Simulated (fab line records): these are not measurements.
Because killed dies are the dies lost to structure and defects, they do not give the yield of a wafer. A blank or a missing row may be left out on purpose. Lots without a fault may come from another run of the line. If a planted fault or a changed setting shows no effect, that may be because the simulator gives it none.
Matching of chambers || flow gf180mcu || 4 sister chambers for GF_V1_CMP_26 on cmp-01
The step polishes, stops on SiO2, t overpolish 15 s, target thk 0 nm. 8 wafers are shown with their chamber, then 8 later ones without.

## WAFERS PAIRED WITH THEIR CHAMBERS
{"wafer": "L716.3", "chamber": 0, "motor_current_A (A)": 11.0, "time_to_endpoint_s (s)": 88}
{"wafer": "L729.1", "chamber": 0, "motor_current_A (A)": 11.7, "time_to_endpoint_s (s)": 85}
{"wafer": "L729.2", "chamber": 2, "motor_current_A (A)": 10.8, "time_to_endpoint_s (s)": 76}
{"wafer": "L729.3", "chamber": 1, "motor_current_A (A)": 9.6, "time_to_endpoint_s (s)": 84}
{"wafer": "L730.2", "chamber": 2, "motor_current_A (A)": 11.0, "time_to_endpoint_s (s)": 80}
{"wafer": "L730.3", "chamber": 1, "motor_current_A (A)": 10.0, "time_to_endpoint_s (s)": 84}
{"wafer": "L730.4", "chamber": 3, "motor_current_A (A)": 11.5, "time_to_endpoint_s (s)": 81}
{"wafer": "L732.1", "chamber": 3, "motor_current_A (A)": 10.6, "time_to_endpoint_s (s)": 80}

## WAFERS WITHOUT THEIR CHAMBER
{"wafer": "L732.2", "motor_current_A (A)": 10.6, "time_to_endpoint_s (s)": 83}
{"wafer": "L732.4", "motor_current_A (A)": 11.4, "time_to_endpoint_s (s)": 90}
{"wafer": "L736.2", "motor_current_A (A)": 11.3, "time_to_endpoint_s (s)": 86}
{"wafer": "L736.4", "motor_current_A (A)": 9.3, "time_to_endpoint_s (s)": 83}
{"wafer": "L736.5", "motor_current_A (A)": 11.0, "time_to_endpoint_s (s)": 80}
{"wafer": "L738.1", "motor_current_A (A)": 11.1, "time_to_endpoint_s (s)": 85}
{"wafer": "L738.3", "motor_current_A (A)": 10.6, "time_to_endpoint_s (s)": 80}
{"wafer": "L738.4", "motor_current_A (A)": 9.4, "time_to_endpoint_s (s)": 89}

## EACH ONE'S CHAMBER
{"wafer": "L732.2", "from the rows above": "can't be placed: 3 or 1 or 0 or 2", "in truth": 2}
{"wafer": "L732.4", "from the rows above": 0, "in truth": 0}
{"wafer": "L736.2", "from the rows above": 0, "in truth": 0}
{"wafer": "L736.4", "from the rows above": 1, "in truth": 1}
{"wafer": "L736.5", "from the rows above": "can't be placed: 3 or 2", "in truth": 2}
{"wafer": "L738.1", "from the rows above": "can't be placed: 0 or 3", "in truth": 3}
{"wafer": "L738.3", "from the rows above": "can't be placed: 3 or 2 or 1", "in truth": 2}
{"wafer": "L738.4", "from the rows above": "can't be placed: 1 or 0", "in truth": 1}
Correctly placed: 3 of 8. Not placeable from these rows: 5 (in 5, the candidates include the true chamber). Wrongly placed: 0.
How it was worked out, from the rows above alone: a wafer's distance from a chamber is the root of the sum, over the readings, of the square of ((its reading less the chamber's mean) divided by the reading's scatter). The wafer belongs to the nearest chamber; if the next one is less than 2 further off, it can't be placed. Each chamber's mean is taken over the wafers shown for it. How the scatter is found: for the shown wafers, subtract from each reading the mean of its chamber, square and add these, divide the total by (wafers less chambers), then take the root.
